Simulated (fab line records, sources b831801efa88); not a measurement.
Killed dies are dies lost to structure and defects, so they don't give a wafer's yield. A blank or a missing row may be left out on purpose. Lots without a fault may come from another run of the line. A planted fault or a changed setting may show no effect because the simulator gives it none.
Which tool did it? | flow gf180mcu | 12 lots, 36 wafers sampled, at 5 steps of a route of 602

WHAT THE GAUGES READ, wafer by wafer
GF_V3_BOW_MEAS_05. Usual: V3_BOW 118 um, standard deviation 7.2.
lot  | measured     | on            | V3_BOW (um) | flag
L611 | day 21 19:12 | film_metro-03 | 131 124 124 |
L612 | day 22 04:12 | film_metro-04 | 116 106 113 |
L613 | day 22 13:25 | film_metro-02 | 125 126 130 |
L616 | day 23 23:33 | film_metro-03 | 113 107 118 |
L617 | day 24 03:56 | film_metro-02 | 108 124 115 |
L618 | day 24 19:34 | film_metro-02 | 117 119 117 |
L619 | day 25 01:27 | film_metro-03 | 120 113 105 |
L620 | day 25 05:45 | film_metro-04 | 125 124 130 |
L621 | day 25 12:13 | film_metro-04 | 121 127 129 |
L631 | day 28 09:06 | film_metro-03 | 109 113 115 |
L632 | day 28 15:29 | film_metro-03 | 121 117 111 |
L633 | day 29 08:25 | film_metro-02 | 119 120 116 |

GF_V3_THK_MEAS_25: measures by xrf. Usual: V3_W_THK 356 nm, standard deviation 5.5.
lot  | measured     | on            | V3_W_THK (nm) | flag
L611 | day 22 20:06 | film_metro-03 | 353 357 349   |
L612 | day 23 04:44 | film_metro-04 | 359 361 361   |
L613 | day 23 13:29 | film_metro-03 | 355 356 361   |
L616 | day 24 22:37 | film_metro-02 | 353 352 353   |
L617 | day 25 03:03 | film_metro-02 | 358 346 356   |
L618 | day 25 18:18 | film_metro-02 | 358 355 360   |
L619 | day 25 23:44 | film_metro-02 | 355 362 362   |
L620 | day 26 04:34 | film_metro-03 | 360 362 361   |
L621 | day 26 10:13 | film_metro-02 | 365 369 364   |
L631 | day 29 05:55 | film_metro-04 | 362 364 357   |
L632 | day 29 11:41 | film_metro-02 | 346 350 344   |
L633 | day 30 04:16 | film_metro-04 | 360 355 361   |

GF_V4_THK_MEAS_01. Usual: V4_CVD_00_THK 599 nm, standard deviation 4.9.
lot  | measured     | on            | V4_CVD_00_THK (nm) | flag
L611 | day 23 20:05 | film_metro-04 | 606 607 610        |
L612 | day 24 05:24 | film_metro-01 | 598 591 597        |
L613 | day 24 13:13 | film_metro-04 | 598 606 607        |
L616 | day 25 20:56 | film_metro-02 | 596 601 586        |
L617 | day 26 01:19 | film_metro-01 | 602 605 596        |
L618 | day 26 16:36 | film_metro-04 | 597 598 604        |
L619 | day 26 22:01 | film_metro-04 | 596 600 595        |
L620 | day 27 02:33 | film_metro-02 | 298 597 292        | OFF
L621 | day 27 08:10 | film_metro-01 | 591 596 593        |
L631 | day 30 02:04 | film_metro-01 | 597 608 605        |
L632 | day 30 07:47 | film_metro-02 | 597 597 597        |
L633 | day 30 23:53 | film_metro-02 | 602 597 592        |

WHICH TOOL RAN EACH LOT (tool, then ch and the chambers of the sampled wafers, then the start)
lot  | GF_V3_ETCH_16                      | GF_V4_CVD_00
L611 | rie_diel-02 ch 2,3, day 22 19:04   | hdpcvd-01 ch 1,2, day 23 20:00
L612 | rie_diel-02 ch 0,3, day 23 03:41   | hdpcvd-02 ch 0,1,2, day 24 05:20
L613 | rie_diel-03 ch 0,1, day 23 12:29   | hdpcvd-02 ch 0,1, day 24 13:09
L616 | rie_diel-02 ch 0,1, day 24 21:37   | hdpcvd-02 ch 0,1, day 25 20:52
L617 | rie_diel-02 ch 1,2,3, day 25 02:02 | hdpcvd-02 ch 1,2, day 26 01:14
L618 | rie_diel-02 ch 0,1,2, day 25 17:17 | hdpcvd-02 ch 0,1,2, day 26 16:31
L619 | rie_diel-03 ch 0,1, day 25 22:43   | hdpcvd-02 ch 0,1, day 26 21:55
L620 | rie_diel-03 ch 0,1,3, day 26 03:32 | hdpcvd-02 ch 0,2, day 27 02:28
L621 | rie_diel-03 ch 0,1, day 26 09:07   | hdpcvd-01 ch 0,2, day 27 08:05
L631 | rie_diel-02 ch 0,1,3, day 29 04:53 | hdpcvd-01 ch 1,2, day 30 02:00
L632 | rie_diel-01 ch 1,3, day 29 10:38   | hdpcvd-01 ch 0,1, day 30 07:41
L633 | rie_diel-02 ch 0,1,3, day 30 03:14 | hdpcvd-01 ch 0,1, day 30 23:47
- GF_V3_ETCH_16: etches BARC in N2/H2.
- GF_V4_CVD_00: deposits SiO2, target thk 600 nm, time 100 s.

WHAT THE TOOLS THEMSELVES READ (means of the sampled wafers that have a number; where no wafer has one, the mark that the record gives instead)
GF_V3_ETCH_16. Usual: chamber_pressure_mTorr 30.00 mTorr, standard deviation 0.035; drypump_motor_current_A 5.4 A, standard deviation 0.41; oes_product_au 0.854 a.u., standard deviation 0.0047; rf_fwd_power_W 495.3 W, standard deviation 2.3; throttle_valve_pct 13.226 %, standard deviation 0.0092.
lot  | tool        | chamber_pressure_mTorr (mTorr) | drypump_motor_current_A (A) | oes_product_au (a.u.) | rf_fwd_power_W (W) | throttle_valve_pct (%) | flag
L611 | rie_diel-02 | 29.99                          | 5.0                         | 0.858                 | 497.0              | 13.224                 |
L612 | rie_diel-02 | 29.99                          | 5.0                         | 0.852                 | 496.5              | 13.227                 |
L613 | rie_diel-03 | 30.02                          | 5.6                         | 0.853                 | 492.1              | 13.229                 |
L616 | rie_diel-02 | 30.01                          | 5.8                         | 0.856                 | 496.6              | 13.225                 |
L617 | rie_diel-02 | 30.01                          | 5.4                         | 0.857                 | 495.8              | 13.224                 |
L618 | rie_diel-02 | 29.93                          | 5.4                         | 0.853                 | 494.7              | 13.230                 |
L619 | rie_diel-03 | 29.99                          | 5.6                         | 0.853                 | 491.3              | 13.228                 |
L620 | rie_diel-03 | 29.98                          | 5.6                         | 0.850                 | 492.3              | 13.239                 |
L621 | rie_diel-03 | 30.02                          | 5.6                         | 0.854                 | 492.5              | 13.229                 |
L631 | rie_diel-02 | 30.03                          | 5.4                         | 0.850                 | 497.2              | 13.224                 |
L632 | rie_diel-01 | 30.01                          | 6.0                         | 0.851                 | 495.6              | 13.225                 |
L633 | rie_diel-02 | 30.03                          | 5.4                         | 0.855                 | 495.5              | 13.237                 |

GF_V4_CVD_00. Usual: sih4_flow_sccm 59.99 sccm, standard deviation 0.17.
lot  | tool      | sih4_flow_sccm (sccm) | flag
L611 | hdpcvd-01 | 60.11                 |
L612 | hdpcvd-02 | 59.77                 |
L613 | hdpcvd-02 | 60.13                 |
L616 | hdpcvd-02 | 60.05                 |
L617 | hdpcvd-02 | 60.12                 |
L618 | hdpcvd-02 | 59.87                 |
L619 | hdpcvd-02 | 59.98                 |
L620 | hdpcvd-02 | 39.92                 | OFF
L621 | hdpcvd-01 | 60.18                 |
L631 | hdpcvd-01 | 60.05                 |
L632 | hdpcvd-01 | 60.11                 |
L633 | hdpcvd-01 | 59.96                 |

THE ANSWER, worked out from the rows above alone
Rule: a lot is off if the mean of its wafers that have a number lies more than 3 standard deviations from the usual mean. A lot without any number at a reading at which 4 lots or more have one is off too. The other lots that the step has rows for count as sound. The gauges are gone through in route order, then the tools' own readings, and for those a lot's mean is taken as printed above. The first step at which some lot is off is used, and at that step the reading that is off furthest; a lot without a number counts as furthest.
Off: L620, at GF_V4_THK_MEAS_01 (V4_CVD_00_THK).
A tool fits if, at a process step before that reading, it ran every lot that is off, and no sound lot after the first of them. The gauges at GF_V4_THK_MEAS_01 aren't tried: what is off there is off at GF_V4_CVD_00 too, on other tools, and a gauge's error can't cause that. One fits: hdpcvd-02 at GF_V4_CVD_00. Its last sound lot is L619 (day 26 21:55), its first lot that is off L620 (day 27 02:28): a fault that began between those two fits.
The tool's own readings at GF_V4_CVD_00 bear it out: on the lots that are off they differ by more than 5 times the standard deviation of the sound lots' means. sih4_flow_sccm reads 39.92 sccm there against 60.03 sccm on the sound lots.

WHAT THE SIMULATOR HAD PUT IN
Process parameter drift: hdpcvd-02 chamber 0, from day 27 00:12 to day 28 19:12, at GF_V4_CVD_00. Setting sih4_flow_sccm, moved by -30, from 60. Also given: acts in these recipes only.
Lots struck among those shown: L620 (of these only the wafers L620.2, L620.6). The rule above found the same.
